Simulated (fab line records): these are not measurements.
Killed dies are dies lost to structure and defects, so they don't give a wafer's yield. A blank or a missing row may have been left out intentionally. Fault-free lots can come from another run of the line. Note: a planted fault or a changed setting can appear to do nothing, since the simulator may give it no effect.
Which of the tools did it? | flow sky130 | 14 lots, 42 wafers sampled, at 2 steps of a route of 708

== WHAT THE GAUGES READ, wafer by wafer ==
Not one reading of a measure or inspect step in the record can be checked against a usual standard deviation.

== WHAT TOOL EACH LOT RAN ON (gives the tool, then ch and the chambers of the sampled wafers, and finally the start) ==
lot  | SKY_VIA3_STRIP_16                    | SKY_PAD_OPEN_PROBE_99
L209 | plasma asher-01 ch 0, day 39 09:58   | -
L210 | plasma asher-03 ch 0,1, day 39 14:55 | -
L212 | plasma asher-04 ch 0,1, day 40 10:59 | -
L215 | plasma asher-04 ch 0,1, day 41 14:02 | -
L216 | plasma asher-04 ch 1, day 41 14:59   | prober-02, day 47 09:40
L217 | plasma asher-01 ch 0,1, day 42 02:28 | -
L218 | plasma asher-03 ch 0,1, day 42 08:47 | prober-02, day 48 00:42
L220 | plasma asher-04 ch 0,1, day 42 19:56 | -
L222 | plasma asher-01 ch 0,1, day 43 04:20 | prober-02, day 48 15:36
L223 | plasma asher-03 ch 0,1, day 43 13:50 | -
L224 | plasma asher-04 ch 0,1, day 44 01:59 | prober-01, day 49 08:28
L225 | plasma asher-01 ch 0,1, day 44 02:08 | prober-02, day 49 08:50
L226 | plasma asher-01 ch 0,1, day 44 08:38 | -
L229 | plasma asher-01 ch 1, day 45 11:44   | -
- SKY_VIA3_STRIP_16: strips in O2/N2.
- SKY_PAD_OPEN_PROBE_99

== AS READ BY THE TOOLS THEMSELVES (means over the sampled wafers that have a number; for cases with no such wafer, the mark the record gives instead) ==
SKY_VIA3_STRIP_16.
lot  | tool            | chamber pressure mTorr (mTorr) | drypump motor current A (A) | n2 flow sccm (sccm) | oes product au (a.u.) | strip time to endpoint s (s)
L209 | plasma asher-01 | 1500.8                         | 6.4                         | 298.6               | 0.401                 | 4.115
L210 | plasma asher-03 | 1500.7                         | 5.7                         | 299.8               | 0.400                 | 4.135
L212 | plasma asher-04 | 1499.9                         | 5.8                         | 299.6               | 0.403                 | 4.114
L215 | plasma asher-04 | 1499.7                         | 5.8                         | 299.5               | 0.404                 | 4.115
L216 | plasma asher-04 | 1500.3                         | 5.2                         | 299.8               | 0.403                 | 4.081
L217 | plasma asher-01 | 1499.2                         | 5.5                         | 299.4               | 0.400                 | 4.100
L218 | plasma asher-03 | 1499.9                         | 5.8                         | 299.7               | 0.403                 | 4.151
L220 | plasma asher-04 | 1500.1                         | 5.8                         | 300.9               | 0.401                 | 4.108
L222 | plasma asher-01 | 1500.5                         | 5.9                         | 299.8               | 0.404                 | 4.113
L223 | plasma asher-03 | 1499.9                         | 5.7                         | 301.2               | 0.402                 | 4.114
L224 | plasma asher-04 | -                              | -                           | -                   | -                     | -
L225 | plasma asher-01 | -                              | -                           | -                   | -                     | -
L226 | plasma asher-01 | 1499.7                         | 5.9                         | 299.8               | 0.396                 | 4.127
L229 | plasma asher-01 | 1499.7                         | 5.0                         | 300.5               | 0.401                 | 4.113

SKY_PAD_OPEN_PROBE_99.
lot  | tool      | defect limited yield (%) | killed_at_M0_to_M3 | killed_at_M4_up | killed at contacts | killed at front end | killed at other | killed dies | killed on rim | killed open | killed short | sort_bin_3_pad_short (%) | sort_bin_5_function (%) | sort_bin_6_memory (%) | sort n pass | sort yield pct (%)
L216 | prober-02 | 82.4                     | 43                 | 4.0             | 28                 | 12                  | 0.0             | 87          | 17            | 47          | 39           | 1.4                      | 9.8                     | 6.4                   | 405         | 82.4
L218 | prober-02 | 83.6                     | 41                 | 3.7             | 21                 | 14                  | 0.3             | 80          | 14            | 38          | 42           | 1.0                      | 9.5                     | 5.8                   | 412         | 83.6
L222 | prober-02 | 84.1                     | 38                 | 1.3             | 25                 | 14                  | 0.0             | 78          | 16            | 44          | 35           | 0.7                      | 8.2                     | 7.0                   | 414         | 84.1
L224 | prober-01 | 0.0                      | 449                | 3.7             | 22                 | 17                  | 0.3             | 492         | 96            | 44          | 39           | 0.8                      | 92.1                    | 7.1                   | 0           | 0.0
L225 | prober-02 | 0.0                      | 450                | 4.3             | 24                 | 13                  | 0.3             | 492         | 96            | 49          | 37           | 1.0                      | 92.9                    | 6.1                   | 0           | 0.0

== THE ANSWER, worked out from the rows above alone ==
Rule: usual is defined by the lots themselves. The widest of any qualifying gaps counts: lots, ordered by their means at a reading, are off when they make up no more than a third of the lots, leave a main group of 4 or more, and stand apart from it by 3 or more times the standard deviation of that group's means. If all means in a main group match to the digits the tables above print for the reading, that group is not used. Also off: a lot with no number at a reading for which 4 or more lots have one. All remaining lots with rows at the step are treated as sound. Order of review: gauges by route order, followed by the tools' own readings, for which a lot's mean as printed above is used. The first step at which some lot is off is used, and at that step the reading that is off furthest; a lot without a number counts as furthest.
Off, at SKY_VIA3_STRIP_16 on chamber pressure mTorr: L224, L225. Without a number there: L224, L225. For the main group the mean is 1500.0 mTorr and the standard deviation 0.45.
If a tool, at that step or one of the process steps before it, ran each lot that is off and ran no sound lot following the first of them, it fits. Not one of the candidates tried fits.

== WHAT THE SIMULATOR HAD PUT IN ==
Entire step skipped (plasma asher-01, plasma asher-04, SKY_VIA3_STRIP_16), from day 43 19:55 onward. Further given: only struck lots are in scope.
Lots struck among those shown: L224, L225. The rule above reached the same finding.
